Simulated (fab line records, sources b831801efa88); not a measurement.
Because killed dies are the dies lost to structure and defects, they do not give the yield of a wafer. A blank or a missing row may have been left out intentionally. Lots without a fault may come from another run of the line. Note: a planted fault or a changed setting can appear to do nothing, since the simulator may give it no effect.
fab line records ; flow sky130
record: lots: 13; wafers: 39; lastDay: 50
route steps=708 shown POLY_GATE@231 CONTACT@421 VIA1@472
lots untouched by any fault: they come from a run of this same line in which no faults occurred
startH: hours from the record's opening day to when the first of the lot's shown wafers began ; waitH: hours since the lot's step before ; " the same as in the row above ; L1.1+2: one row covering several wafers at once ; - no value, or no start given ; * or withheld: withheld ; < > ~ a bound
route shown NAME@n: names a module that has steps shown in the file, with the first one's number in the route ; usual: mean/standard deviation taken from wafers without a fault ; same: alike in all rows ; chamber/n: place in a boat ; sites: per-site readings ; _std_site: their standard deviation ; _edge_site: the outer-site mean with the inner-site mean subtracted ; radiusMm: how far each site lies from the wafer's centre ; mask NAME#n: copy n ; behind: the tool/chamber that last shaped the wafer ; hold: cause of the lot's hold/its duration in hours/its outcome ; device: whichever transistor did not switch (one of n, p or np) ; end of line: tests run on the same wafers once the route is complete ; step lacking rows: just its recipe ; killed: dies lost to structure and defects at the first sort, not the wafer's yield ; map: a wafer's dies, x killed, . not, _ none there
set.NAME: setting as actually run; set.NAME@STEP: the setting as run at that earlier step ; model.NAME: the simulator's own value behind a step, which no gauge read
route steps across a sampled set of lots; one table per step, one row per wafer
services: the hour from which a tool's chamber was out of use, counted from the record's first day as startH (under 0 if before that day), plus the number of hours and why
== steps ==
step: SKY_POLY_GATE_ETCH_17
recipe: targetDepthNm: 180; stopOn: SiO2; overEtchFrac: 0.56667; chemistry: HBr/Cl2; target: poly-Si; icpW: 400; biasW: 100; pressureMtorr: 10; HBr_flow_sccm: 150; Cl2_flow_sccm: 50; timeS: 70.5
usual: chamberPressureMTorr: 9.999/0.0095; drypumpMotorCurrentA: 5.7/0.59; oesProductAu: 0.984/0.0068; rfFwdPowerW: 397.3/1.3; throttleValvePct: 33.684/0.01
same: timeS: 70.5
lot.wafer;tool;chamber;startH;waitH;chamberPressureMTorr;drypumpMotorCurrentA;oesProductAu;rfFwdPowerW;rfHoursCounterH;throttleValvePct
L447.1;rieSi-02;0;369.55;0.0;10.014;5.0;0.978;396.9;51;33.697
L447.3;rieSi-02;1;369.55;0.0;10.006;4.9;0.983;396.8;0;33.700
L447.5;rieSi-02;1;369.55;0.0;9.989;4.9;0.973;397.0;-;33.680
L448.1;rieSi-02;0;379.82;0.0;9.994;5.0;0.971;398.6;51;33.687
L448.3;rieSi-02;2;379.82;0.0;9.993;5.2;0.980;396.2;54;33.691
L448.4;rieSi-02;3;379.82;0.0;9.989;6.3;0.989;397.0;3;33.680
L451.1;rieSi-02;1;405.62;0.0;10.006;4.9;0.971;398.0;1;33.683
L451.5;rieSi-02;2;405.62;0.0;10.002;5.2;0.978;393.7;-;33.684
L451.6;rieSi-02;3;405.62;0.0;9.993;6.3;0.983;398.1;-;33.689
L452.3;rieSi-01;2;419.75;0.0;9.994;6.2;0.976;397.5;2;33.692
L452.4;rieSi-01;1;419.75;0.0;10.004;5.2;0.978;398.4;1;33.679
L452.5;rieSi-01;2;419.75;0.0;9.981;6.1;0.976;396.8;-;33.677
L454.1;rieSi-02;2;433.82;0.0;10.010;5.2;0.984;396.5;54;33.690
L454.3;rieSi-02;3;433.82;0.0;10.025;6.3;0.989;397.5;3;33.689
L454.5;rieSi-02;1;433.82;0.0;9.996;4.9;0.986;398.2;-;33.683
L457.1;rieSi-02;1;460.48;0.0;10.004;5.0;0.896;397.8;1;33.646
L457.3;rieSi-02;2;460.48;0.0;9.998;5.2;0.984;396.0;55;33.689
L457.4;rieSi-02;0;460.48;0.0;10.005;5.0;0.983;397.2;51;33.698
L464.1;rieSi-01;0;550.20;0.0;10.002;6.0;0.993;397.2;4;33.666
L464.5;rieSi-01;1;550.20;0.0;10.002;5.3;0.979;399.7;-;33.681
L464.6;rieSi-01;2;550.20;0.0;9.991;6.1;0.983;398.0;-;33.687
L466.1;rieSi-02;2;554.44;0.0;10.012;5.2;0.985;396.5;0;33.686
L466.2;rieSi-02;1;554.44;0.0;10.008;4.9;0.977;397.8;1;33.678
L466.6;rieSi-02;1;554.44;0.0;10.010;4.9;0.979;396.6;-;33.679
L465.2;rieSi-01;3;554.45;0.0;9.999;6.4;0.985;397.7;13;33.697
L465.3;rieSi-01;2;554.45;0.0;9.991;6.2;0.993;395.8;3;33.701
L465.6;rieSi-01;0;554.45;0.0;9.993;6.0;0.992;397.3;-;33.674
L468.3;rieSi-02;1;554.74;0.0;9.992;4.9;0.982;398.2;1;33.686
L468.4;rieSi-02;3;554.74;0.0;10.006;6.3;1.004;396.6;4;33.676
L468.5;rieSi-02;1;554.74;0.0;10.000;4.9;0.988;398.0;-;33.686
L467.2;rieSi-01;3;559.10;0.0;9.995;6.4;0.990;397.0;13;33.691
L467.3;rieSi-01;1;559.10;0.0;10.009;5.2;0.976;398.7;2;33.683
L467.5;rieSi-01;1;559.10;0.0;9.985;5.3;0.976;401.0;-;33.669
L469.2;rieSi-02;1;579.95;0.0;9.994;5.0;0.978;398.4;1;33.677
L469.3;rieSi-02;2;579.95;0.0;9.999;5.2;0.989;395.0;0;33.665
L469.4;rieSi-02;3;579.95;0.0;9.999;6.4;0.983;398.2;4;33.694
L470.4;rieSi-02;0;584.97;0.0;10.000;5.0;0.983;398.5;0;33.689
L470.5;rieSi-02;0;584.97;0.0;10.013;5.0;0.994;397.2;-;33.685
L470.6;rieSi-02;3;584.97;0.0;9.997;6.3;0.996;396.0;-;33.679
step: SKY_POLY_GATE_STRIP_18
recipe: chemistry: O2/N2; powerW: 1400; pressureMtorr: 1500; platenTempC: withheld; o2FlowSccm: 3000; n2FlowSccm: 300; overashFraction: 0.5
usual: chamberPressureMTorr: 1499.9/1.4; drypumpMotorCurrentA: 5.8/0.4; oesProductAu: 0.362/0.0044; stripTimeToEndpointS: 3.185/0.027
lot.wafer;tool;chamber;startH;waitH;chamberPressureMTorr;drypumpMotorCurrentA;oesProductAu;rfHoursCounterH;stripTimeToEndpointS
L447.1;plasmaAsher-02;1;369.61;0.0;1498.4;5.6;0.358;20;3.173
L447.3;plasmaAsher-02;0;369.61;0.0;1501.0;5.3;0.354;-;3.177
L447.5;plasmaAsher-02;0;369.61;0.0;1499.0;5.3;0.362;-;3.165
L448.1;plasmaAsher-02;1;379.88;0.0;1500.0;5.6;0.362;21;3.188
L448.3;plasmaAsher-02;1;379.88;0.0;1499.7;5.6;0.366;-;3.161
L448.4;plasmaAsher-02;0;379.88;0.0;1499.9;5.3;0.361;-;3.152
L451.1;plasmaAsher-04;0;405.68;0.0;1500.8;5.7;0.359;59;3.149
L451.5;plasmaAsher-04;0;405.68;0.0;1500.2;5.7;0.362;-;3.144
L451.6;plasmaAsher-04;1;405.68;0.0;1498.0;6.1;0.360;-;3.154
L452.3;plasmaAsher-01;0;419.84;0.1;1499.6;5.8;0.361;-;3.226
L452.4;plasmaAsher-01;1;419.84;0.1;1502.9;6.6;0.364;-;3.198
L452.5;plasmaAsher-01;0;419.84;0.1;1500.0;5.8;0.354;-;3.227
L454.1;plasmaAsher-01;1;433.88;0.0;1499.5;6.6;0.362;77;3.147
L454.3;plasmaAsher-01;0;433.88;0.0;1498.9;5.7;0.360;-;3.183
L454.5;plasmaAsher-01;0;433.88;0.0;1499.0;5.7;0.369;-;3.176
L457.1;plasmaAsher-04;1;460.53;0.0;1500.3;6.1;0.369;66;3.341
L457.3;plasmaAsher-04;0;460.53;0.0;1499.3;5.7;0.363;-;3.220
L457.4;plasmaAsher-04;1;460.53;0.0;1501.4;6.1;0.366;-;3.191
L464.1;plasmaAsher-01;0;550.26;0.0;1500.4;5.8;0.359;84;3.215
L464.5;plasmaAsher-01;1;550.26;0.0;1501.1;6.6;0.368;-;3.230
L464.6;plasmaAsher-01;0;550.26;0.0;1501.0;5.8;0.367;-;3.220
L466.1;plasmaAsher-01;1;554.50;0.0;1498.5;6.6;0.367;85;3.182
L466.2;plasmaAsher-01;0;554.50;0.0;1498.4;5.7;0.365;85;3.193
L466.6;plasmaAsher-01;0;554.50;0.0;1500.4;5.7;0.360;-;3.175
L465.2;plasmaAsher-02;0;554.51;0.0;1501.7;5.3;0.353;40;3.180
L465.3;plasmaAsher-02;0;554.51;0.0;1498.5;5.3;0.363;-;3.179
L465.6;plasmaAsher-02;0;554.51;0.0;1498.2;5.3;0.366;-;3.177
L468.3;plasmaAsher-01;0;554.83;0.1;1500.0;5.8;0.362;-;3.208
L468.4;plasmaAsher-01;1;554.83;0.1;1500.0;6.6;0.363;-;3.158
L468.5;plasmaAsher-01;0;554.83;0.1;1499.4;5.8;0.359;-;3.184
L467.2;plasmaAsher-04;1;559.16;0.0;1501.0;6.1;0.356;76;3.164
L467.3;plasmaAsher-04;1;559.16;0.0;1500.9;6.1;0.360;-;3.157
L467.5;plasmaAsher-04;1;559.16;0.0;1502.8;6.1;0.359;-;3.180
L469.2;plasmaAsher-02;0;580.01;0.0;1499.1;5.3;0.362;42;3.197
L469.3;plasmaAsher-02;0;580.01;0.0;1499.0;5.3;0.358;-;3.186
L469.4;plasmaAsher-02;1;580.01;0.0;1496.5;5.6;0.366;-;3.191
L470.4;plasmaAsher-02;0;585.06;0.1;1500.5;5.3;0.367;-;3.169
L470.5;plasmaAsher-02;1;585.06;0.1;1500.1;5.6;0.357;-;3.147
L470.6;plasmaAsher-02;0;585.06;0.1;1500.8;5.3;0.362;-;3.148
step: SKY_CONTACT_OVL_MEAS_15
usual: CONTACT_OVL: 0/4.5
lot.wafer;tool;chamber;startH;waitH;CONTACT_OVL[nm]
L447.1;overlay-01;-;733.15;0.1;11
L447.3;overlay-01;-;733.15;0.1;1
L447.5;overlay-01;-;733.15;0.1;8
L448.1;overlay-01;-;748.05;0.1;0
L448.3;overlay-01;-;748.05;0.1;9
L448.4;overlay-01;-;748.05;0.1;2
L451.1;overlay-01;-;762.85;0.1;3
L451.5;overlay-01;-;762.85;0.1;0
L451.6;overlay-01;-;762.85;0.1;9
L452.3;overlay-01;-;783.27;0.1;-6
L452.4;overlay-01;-;783.27;0.1;-3
L452.5;overlay-01;-;783.27;0.1;-1
L454.1;overlay-02;-;788.74;0.1;-11
L454.3;overlay-02;-;788.74;0.1;-1
L454.5;overlay-02;-;788.74;0.1;-5
L457.3;overlay-02;-;814.31;0.1;2
L457.4;overlay-02;-;814.31;0.1;-5
L464.1;overlay-02;-;897.26;0.1;0
L464.5;overlay-02;-;897.26;0.1;-3
L464.6;overlay-02;-;897.26;0.1;-1
L465.2;overlay-01;-;897.38;0.1;2
L465.3;overlay-01;-;897.38;0.1;12
L465.6;overlay-01;-;897.38;0.1;0
L466.1;overlay-02;-;897.59;0.1;-2
L466.2;overlay-02;-;897.59;0.1;-2
L466.6;overlay-02;-;897.59;0.1;-1
L468.3;overlay-02;-;898.77;0.1;1
L468.4;overlay-02;-;898.77;0.1;-4
L468.5;overlay-02;-;898.77;0.1;-3
L467.2;overlay-01;-;901.14;0.1;0
L467.3;overlay-01;-;901.14;0.1;-1
L467.5;overlay-01;-;901.14;0.1;-5
L469.2;overlay-02;-;920.29;0.1;-5
L469.3;overlay-02;-;920.29;0.1;3
L469.4;overlay-02;-;920.29;0.1;0
L470.4;overlay-02;-;924.91;0.1;5
L470.5;overlay-02;-;924.91;0.1;2
L470.6;overlay-02;-;924.91;0.1;1
step: SKY_VIA1_ETCH_14
recipe: chemistry: N2/H2; target: BARC; ionEnergyEv: 200; sourceW: 500; biasW: 100; pressureMtorr: 30; n2FlowSccm: 100; h2FlowSccm: 200; stopOn: SiO2; timeS: 45.9; targetDepthA: 600
usual: chamberPressureMTorr: 30.00/0.031; drypumpMotorCurrentA: 5.8/0.47; oesProductAu: 0.855/0.0047; rfFwdPowerW: 495.0/1.9; throttleValvePct: 13.225/0.01
same: timeS: 45.9
lot.wafer;tool;chamber;startH;waitH;chamberPressureMTorr;drypumpMotorCurrentA;oesProductAu;rfFwdPowerW;rfHoursCounterH;throttleValvePct
L447.1;rieDiel-04;3;790.57;0.0;29.96;5.4;0.852;496.1;16;13.241
L447.3;rieDiel-04;1;790.57;0.0;29.98;5.5;0.859;494.2;5;13.224
L447.5;rieDiel-04;0;790.57;0.0;29.96;6.2;0.848;492.3;-;13.230
L448.1;rieDiel-04;0;805.69;0.0;29.98;6.2;0.858;494.7;17;13.234
L448.3;rieDiel-04;1;805.69;0.0;29.97;5.4;0.855;496.1;6;13.238
L448.4;rieDiel-04;3;805.69;0.0;30.02;5.4;0.852;494.8;17;13.228
L451.1;rieDiel-01;1;819.32;0.0;29.93;5.9;0.849;497.5;26;13.203
L451.5;rieDiel-01;0;819.32;0.0;29.97;6.4;0.857;495.0;-;13.224
L451.6;rieDiel-01;3;819.32;0.0;30.01;5.0;0.855;493.8;-;13.232
L452.3;rieDiel-01;1;840.29;0.0;30.03;5.9;0.860;495.5;27;13.217
L452.4;rieDiel-01;0;840.29;0.0;30.04;6.4;0.862;495.4;13;13.216
L452.5;rieDiel-01;3;840.29;0.0;29.95;5.0;0.846;494.6;-;13.227
L454.1;rieDiel-01;1;844.92;0.0;30.00;5.9;0.852;495.2;27;13.231
L454.3;rieDiel-01;0;844.92;0.0;30.00;6.5;0.862;496.1;13;13.225
L454.5;rieDiel-01;1;844.92;0.0;29.97;5.9;0.863;496.7;-;13.220
L457.3;rieDiel-03;1;870.54;0.0;30.00;5.8;0.850;495.7;9;13.221
L457.4;rieDiel-03;2;870.54;0.0;30.00;6.5;0.852;497.3;-;13.227
L464.1;rieDiel-01;1;950.04;0.0;30.03;5.9;0.853;495.9;2;13.227
L464.5;rieDiel-01;0;950.04;0.0;29.99;6.4;0.845;493.6;-;13.215
L464.6;rieDiel-01;1;950.04;0.0;29.95;5.9;0.860;494.1;-;13.213
L465.2;rieDiel-03;0;950.39;0.0;30.03;5.7;0.854;498.1;13;13.222
L465.3;rieDiel-03;3;950.39;0.0;30.02;5.6;0.855;497.1;16;13.239
L465.6;rieDiel-03;2;950.39;0.0;30.07;6.5;0.859;493.9;-;13.217
L466.1;rieDiel-04;3;951.34;0.0;30.05;5.4;0.858;496.0;20;13.222
L466.2;rieDiel-04;2;951.34;0.0;29.98;5.5;0.855;490.6;8;13.239
L466.6;rieDiel-04;2;951.34;0.0;29.97;5.5;0.855;494.0;-;13.231
L468.3;rieDiel-01;1;951.82;0.0;30.03;5.9;0.853;491.5;2;13.227
L468.4;rieDiel-01;3;951.82;0.0;29.98;5.0;0.855;493.6;21;13.233
L468.5;rieDiel-01;3;951.82;0.0;29.99;5.0;0.859;496.4;-;13.225
L467.2;rieDiel-04;0;954.14;0.0;29.99;6.2;0.866;491.3;20;13.244
L467.3;rieDiel-04;2;954.14;0.0;29.94;5.5;0.860;491.6;8;13.229
L467.5;rieDiel-04;3;954.14;0.0;30.03;5.4;0.861;495.2;-;13.229
L469.2;rieDiel-01;2;972.77;0.0;30.04;5.3;0.851;498.1;12;13.223
L469.3;rieDiel-01;1;972.77;0.0;29.99;5.9;0.855;495.3;2;13.238
L469.4;rieDiel-01;0;972.77;0.0;30.02;6.4;0.851;495.4;17;13.239
L470.4;rieDiel-04;0;976.77;0.0;30.04;6.2;0.850;490.7;21;13.239
L470.5;rieDiel-04;2;976.77;0.0;29.98;5.5;0.850;494.1;-;13.212
L470.6;rieDiel-04;1;976.77;0.0;30.03;5.5;0.855;492.6;-;13.212
step: SKY_VIA1_ETCH_15
recipe: target: SiO2; chemistry: C4F8/O2/Ar; targetDepthNm: 351; stopOn: TiN; maskMaterial: KrF-thick; sourceW: 1458; biasW: 1200; pressureMtorr: 40; c4f8FlowSccm: withheld; O2_flow_sccm: 6; Ar_flow_sccm: 300; timeS: 54
usual: chamberPressureMTorr: 40.00/0.035; oesProductAu: 0.978/0.0061; rfFwdPowerW: 1445/5.6
same: timeS: 54
lot.wafer;tool;chamber;startH;waitH;chamberPressureMTorr;oesProductAu;rfFwdPowerW;rfHoursCounterH
L447.1;rieDiel-04;3;790.61;0.0;39.96;0.979;1448;16
L447.3;rieDiel-04;1;790.61;0.0;40.02;0.985;1450;5
L447.5;rieDiel-04;0;790.61;0.0;40.03;0.978;1441;-
L448.1;rieDiel-04;0;805.73;0.0;39.99;0.982;1443;17
L448.3;rieDiel-04;1;805.73;0.0;40.00;0.994;1449;6
L448.4;rieDiel-04;3;805.73;0.0;40.05;0.972;1448;17
L451.1;rieDiel-01;1;819.36;0.0;40.00;0.976;1445;26
L451.5;rieDiel-01;0;819.36;0.0;39.99;0.982;1442;-
L451.6;rieDiel-01;3;819.36;0.0;40.04;0.976;1450;-
L452.3;rieDiel-01;1;840.33;0.0;40.00;0.969;1450;27
L452.4;rieDiel-01;0;840.33;0.0;39.99;0.982;1456;13
L452.5;rieDiel-01;3;840.33;0.0;39.98;0.972;1448;-
L454.1;rieDiel-01;1;844.97;0.0;40.02;0.964;1445;27
L454.3;rieDiel-01;0;844.97;0.0;39.97;0.982;1442;13
L454.5;rieDiel-01;1;844.97;0.0;40.04;0.969;1443;-
L457.3;rieDiel-03;1;870.58;0.0;39.97;0.994;1447;9
L457.4;rieDiel-03;2;870.58;0.0;40.03;0.984;1447;-
L464.1;rieDiel-01;1;950.08;0.0;40.04;0.989;1449;2
L464.5;rieDiel-01;0;950.08;0.0;39.98;0.978;1437;-
L464.6;rieDiel-01;1;950.08;0.0;40.01;0.980;1447;-
L465.2;rieDiel-03;0;950.43;0.0;39.96;0.976;1437;13
L465.3;rieDiel-03;3;950.43;0.0;39.99;0.978;1437;16
L465.6;rieDiel-03;2;950.43;0.0;40.02;0.975;1452;-
L466.1;rieDiel-04;3;951.38;0.0;39.99;0.979;1440;20
L466.2;rieDiel-04;2;951.38;0.0;39.98;0.976;1440;8
L466.6;rieDiel-04;2;951.38;0.0;40.03;0.976;1450;-
L468.3;rieDiel-01;1;951.87;0.0;39.99;0.976;1440;2
L468.4;rieDiel-01;3;951.87;0.0;39.97;0.975;1445;21
L468.5;rieDiel-01;3;951.87;0.0;40.03;0.974;1440;-
L467.2;rieDiel-04;0;954.18;0.0;39.92;0.979;1441;21
L467.3;rieDiel-04;2;954.18;0.0;39.93;0.991;1440;8
L467.5;rieDiel-04;3;954.18;0.0;39.96;0.973;1448;-
L469.2;rieDiel-01;2;972.82;0.0;40.02;0.984;1454;12
L469.3;rieDiel-01;1;972.82;0.0;39.95;0.967;1450;2
L469.4;rieDiel-01;0;972.82;0.0;40.03;0.978;1439;17
L470.4;rieDiel-04;0;976.82;0.0;39.98;0.981;1447;21
L470.5;rieDiel-04;2;976.82;0.0;40.01;0.973;1433;-
L470.6;rieDiel-04;1;976.82;0.0;40.03;0.984;1449;-
== services ==
tool;chamber;startH;hours;kind
plasmaAsher-01;-;355.25;16.6;repair
plasmaAsher-01;-;366.61;1.0;repair
rieSi-02;3;435.44;5.4;repair
rieDiel-04;-;458.20;2.6;repair
rieDiel-04;1;460.96;2.5;repair
rieDiel-01;2;529.25;3.2;repair
rieDiel-01;-;540.76;0.5;repair
rieSi-02;-;548.07;0.2;repair
rieDiel-04;-;590.31;0.6;repair
rieDiel-01;-;612.19;18.2;repair
rieDiel-01;3;618.78;5.1;repair
rieDiel-04;1;631.02;8.9;repair
rieDiel-01;0;633.16;21.4;repair
rieDiel-01;1;673.67;1.8;repair
rieDiel-01;2;683.76;12.6;repair
rieSi-02;3;692.53;21.6;repair
rieSi-02;2;727.84;1.8;repair
rieDiel-01;-;775.53;0.5;repair
rieDiel-04;3;821.35;2.6;repair
rieSi-02;3;834.33;4.4;repair
rieDiel-04;1;852.33;9.6;repair
rieDiel-04;-;858.91;2.8;pm
rieSi-02;-;869.68;2.8;pm
rieDiel-01;3;907.23;3.8;repair
== key ==
firstSign: step: SKY_POLY_GATE_ETCH_17; reading: oesProductAu; direction: down; sigmas: 13; usual: 0.984; struck: 0.896
effect: step: SKY_POLY_GATE_STRIP_18; reading: stripTimeToEndpointS; direction: up; sigmas: 5.7; usual: *; struck: *
metAt SKY_POLY_GATE_ETCH_17
struckLots L457
struckWafers L457.1
laterRowsLeftOut L457.1
sortLeftOut L457.1
testerLeftOut L457
notActingAt SKY_CONTACT_OVL_MEAS_15,SKY_VIA1_ETCH_14,SKY_VIA1_ETCH_15
onsetBetween 433.82 460.48
fault: kind: processParameterDrift; tool: rieSi-02; chamber: 1; onsetH: 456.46; steps: SKY_POLY_GATE_ETCH_17; channel: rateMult; offset: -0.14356; shape: step; endH: 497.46
testerLeftOut: of these lots the tester's yield and bins aren't shown, on N5 and GAA mostly nor the transistor test; their killed dies are dies lost to structure and defects alone, not to doping, threshold or leakage, so they don't give the yield
sortLeftOut: the simulated sort isn't trusted on such a fault, so these wafers' sort isn't shown, and their yield isn't known
laterRowsLeftOut: the simulator's readings of these wafers behind a module that went badly wrong aren't trusted and aren't shown, but for the sort
